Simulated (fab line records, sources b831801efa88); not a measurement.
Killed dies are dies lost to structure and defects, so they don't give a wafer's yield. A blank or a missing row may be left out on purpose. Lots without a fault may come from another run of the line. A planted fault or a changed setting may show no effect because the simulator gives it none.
Which tool did it? | flow gf180mcu | 11 lots, 33 wafers sampled, at 3 steps of a route of 602

WHAT THE GAUGES READ, wafer by wafer
GF_M1_RS_MEAS_05: measures by four-point-probe. Usual: M1_ALCU_RS 0.0694 ohm/sq, standard deviation 0.0007.
lot  | measured     | on            | M1_ALCU_RS (ohm/sq)  | flag
L681 | day 16 01:46 | film_metro-01 | 0.0681 0.0678 0.0684 |
L683 | day 16 15:04 | film_metro-03 | 0.0690 0.0698 0.0698 |
L684 | day 17 04:29 | film_metro-03 | 0.0689 0.0696 0.0694 |
L685 | day 17 12:47 | film_metro-03 | 0.0692 0.0691 0.0691 |
L688 | day 18 15:56 | film_metro-03 | 0.0692 0.0690 0.0692 |
L689 | day 18 22:06 | film_metro-02 | 0.0704 0.0700 0.0705 |
L690 | day 19 10:50 | film_metro-01 | 0.0700 0.0697 0.0696 |
L695 | day 21 07:47 | film_metro-01 | 0.0692 0.0695 0.0656 |
L700 | day 22 23:42 | film_metro-01 | 0.0700 0.0703 0.0706 |
L701 | day 23 12:41 | film_metro-01 | 0.0706 0.0698 0.0699 |
L702 | day 23 17:40 | film_metro-01 | 0.0695 0.0703 0.0698 |

GF_M1_THK_MEAS_06: measures by xrf. Usual: M1_ALCU_THK 448 nm, standard deviation 5.2.
lot  | measured     | on            | M1_ALCU_THK (nm) | flag
L681 | day 16 01:53 | film_metro-01 | 456 456 454      |
L683 | day 16 15:11 | film_metro-03 | 454 449 450      |
L684 | day 17 04:36 | film_metro-03 | 454 448 452      |
L685 | day 17 12:54 | film_metro-03 | 454 456 454      |
L688 | day 18 16:03 | film_metro-03 | 454 455 454      |
L689 | day 18 22:13 | film_metro-02 | 441 443 439      |
L690 | day 19 10:58 | film_metro-01 | 442 440 443      |
L695 | day 21 07:54 | film_metro-01 | 450 446 470      |
L700 | day 22 23:49 | film_metro-01 | 444 439 442      |
L701 | day 23 12:48 | film_metro-01 | 436 444 442      |
L702 | day 23 17:47 | film_metro-01 | 446 441 441      |

WHICH TOOL RAN EACH LOT (tool, then ch and the chambers of the sampled wafers, then the start)
lot  | GF_M1_SPUTTER_02
L681 | pvd_sputter-03, day 16 01:41
L683 | pvd_sputter-02, day 16 14:59
L684 | pvd_sputter-03, day 17 04:23
L685 | pvd_sputter-03, day 17 12:41
L688 | pvd_sputter-03, day 18 15:50
L689 | pvd_sputter-02, day 18 22:01
L690 | pvd_sputter-03, day 19 10:45
L695 | pvd_sputter-03, day 21 07:41
L700 | pvd_sputter-01, day 22 23:35
L701 | pvd_sputter-01, day 23 12:35
L702 | pvd_sputter-02, day 23 17:35
- GF_M1_SPUTTER_02: material AlCu, target thk 450 nm, time 23.9 s.

WHAT THE TOOLS THEMSELVES READ (means of the sampled wafers that have a number; where no wafer has one, the mark that the record gives instead)
GF_M1_SPUTTER_02. Usual: cathode_dc_power_W 10600 W, standard deviation 1.8; throttle_valve_pct 30.1 %, standard deviation 1.1.
lot  | tool           | cathode_dc_power_W (W) | throttle_valve_pct (%) | flag
L681 | pvd_sputter-03 | 10600                  | 30.8                   |
L683 | pvd_sputter-02 | 10600                  | 29.7                   |
L684 | pvd_sputter-03 | 10601                  | 29.6                   |
L685 | pvd_sputter-03 | 10602                  | 31.2                   |
L688 | pvd_sputter-03 | 10599                  | 30.7                   |
L689 | pvd_sputter-02 | 10600                  | 29.2                   |
L690 | pvd_sputter-03 | 10601                  | 29.2                   |
L695 | pvd_sputter-03 | 10778                  | 30.3                   | OFF
L700 | pvd_sputter-01 | 10597                  | 31.3                   |
L701 | pvd_sputter-01 | 10600                  | 30.1                   |
L702 | pvd_sputter-02 | 10600                  | 29.4                   |

THE ANSWER, worked out from the rows above alone
Rule: a lot is off if the mean of its wafers that have a number lies more than 3 standard deviations from the usual mean. A lot without any number at a reading at which 4 lots or more have one is off too. The other lots that the step has rows for count as sound. The gauges are gone through in route order, then the tools' own readings, and for those a lot's mean is taken as printed above. The first step at which some lot is off is used, and at that step the reading that is off furthest; a lot without a number counts as furthest.
Off: L695, at GF_M1_SPUTTER_02 (cathode_dc_power_W).
A tool fits if, at that step or a process step before it, it ran every lot that is off, and no sound lot after the first of them. One fits: pvd_sputter-03 at GF_M1_SPUTTER_02. Its last sound lot is L690 (day 19 10:45), its first lot that is off L695 (day 21 07:41): a fault that began between those two fits.
The tool's own readings at GF_M1_SPUTTER_02 bear it out: on the lots that are off they differ by more than 5 times the standard deviation of the sound lots' means. cathode_dc_power_W reads 10778 W there against 10600 W on the sound lots.

WHAT THE SIMULATOR HAD PUT IN
Process parameter drift: pvd_sputter-03, from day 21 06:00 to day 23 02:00, at GF_M1_SPUTTER_02. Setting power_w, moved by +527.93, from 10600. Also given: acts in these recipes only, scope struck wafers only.
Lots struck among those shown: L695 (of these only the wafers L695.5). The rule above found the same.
